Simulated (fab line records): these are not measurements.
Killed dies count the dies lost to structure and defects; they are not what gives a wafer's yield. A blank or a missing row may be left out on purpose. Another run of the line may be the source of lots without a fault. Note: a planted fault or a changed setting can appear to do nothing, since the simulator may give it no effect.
Lot-split experiment + flow sky130 + 23 wafers read from 5 lots, route of 708 steps

SPLIT DETAILS
At SKY_VIA1_SPUTTER_20 (material TiN, target thk 20 nm, time 80 s), the setting chamber_pressure_pa was moved away from the recipe's 5 Pa on 10 of the 23 wafers read, by -13.5% to +11.6%. This setting was run at the recipe's value on the other wafers.

Reading taken at the split's own step.

THE READING
TiN_of_VIA1_SPUTTER_20.thk_nm (the simulator's own value, which no gauge read), in nm, at SKY_VIA1_SPUTTER_20 (material TiN, target thk 20 nm, time 80 s). No usual value for it is given in the file. Here, 13 wafers ran the recipe; their average is 20.23 nm with a standard deviation of 0.23 nm.

| wafer  | tool, chamber at the split | chamber_pressure_pa as run, Pa | against the recipe | TiN_of_VIA1_SPUTTER_20.thk_nm, nm | against lot-mates on the recipe |
|--------|----------------------------|--------------------------------|--------------------|-----------------------------------|---------------------------------|
| L074.2 | pvd_sputter-03, -          | 5                              | recipe             | 20.33                             | -                               |
| L074.4 | pvd_sputter-03, -          | 5                              | recipe             | 20.04                             | -                               |
| L074.5 | pvd_sputter-03, -          | 5                              | recipe             | 20.4                              | -                               |
| L076.1 | pvd_sputter-03, -          | 5                              | recipe             | 20.37                             | -                               |
| L076.2 | pvd_sputter-03, -          | 5                              | recipe             | 20.18                             | -                               |
| L076.4 | pvd_sputter-03, -          | 5                              | recipe             | 20.41                             | -                               |
| L076.5 | pvd_sputter-03, -          | 5                              | recipe             | 20.15                             | -                               |
| L076.6 | pvd_sputter-03, -          | 5                              | recipe             | 20.61                             | -                               |
| L081.1 | pvd_sputter-02, -          | 4.326                          | -13.5%             | 22.78                             | no lot-mate on the recipe       |
| L081.2 | pvd_sputter-02, -          | 4.326                          | -13.5%             | 23.04                             | no lot-mate on the recipe       |
| L081.3 | pvd_sputter-02, -          | 4.326                          | -13.5%             | 23.01                             | no lot-mate on the recipe       |
| L081.5 | pvd_sputter-02, -          | 4.326                          | -13.5%             | 23.14                             | no lot-mate on the recipe       |
| L081.6 | pvd_sputter-02, -          | 4.326                          | -13.5%             | 23.31                             | no lot-mate on the recipe       |
| L083.1 | pvd_sputter-04, -          | 5.578                          | +11.6%             | 18.27                             | no lot-mate on the recipe       |
| L083.2 | pvd_sputter-04, -          | 5.578                          | +11.6%             | 17.86                             | no lot-mate on the recipe       |
| L083.3 | pvd_sputter-04, -          | 5.578                          | +11.6%             | 17.98                             | no lot-mate on the recipe       |
| L083.4 | pvd_sputter-04, -          | 5.578                          | +11.6%             | 17.68                             | no lot-mate on the recipe       |
| L083.6 | pvd_sputter-04, -          | 5.578                          | +11.6%             | 17.65                             | no lot-mate on the recipe       |
| L085.1 | pvd_sputter-04, -          | 5                              | recipe             | 19.89                             | -                               |
| L085.2 | pvd_sputter-04, -          | 5                              | recipe             | 19.96                             | -                               |
| L085.4 | pvd_sputter-04, -          | 5                              | recipe             | 20.46                             | -                               |
| L085.5 | pvd_sputter-04, -          | 5                              | recipe             | 20.36                             | -                               |
| L085.6 | pvd_sputter-04, -          | 5                              | recipe             | 19.88                             | -                               |

FIT RESULTS
A straight line over all 23 wafers: TiN_of_VIA1_SPUTTER_20.thk_nm changes by -0.207 nm for each +1% of chamber_pressure_pa; r = -0.99; the points scatter about the line by 0.23 nm.
Too few moved wafers have a lot-mate on the recipe to fit a line with each lot's own level taken away.

THE FILE'S OWN FIT
TiN_of_VIA1_SPUTTER_20.thk_nm changes by -0.206 nm for each +1% of chamber_pressure_pa, r = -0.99.
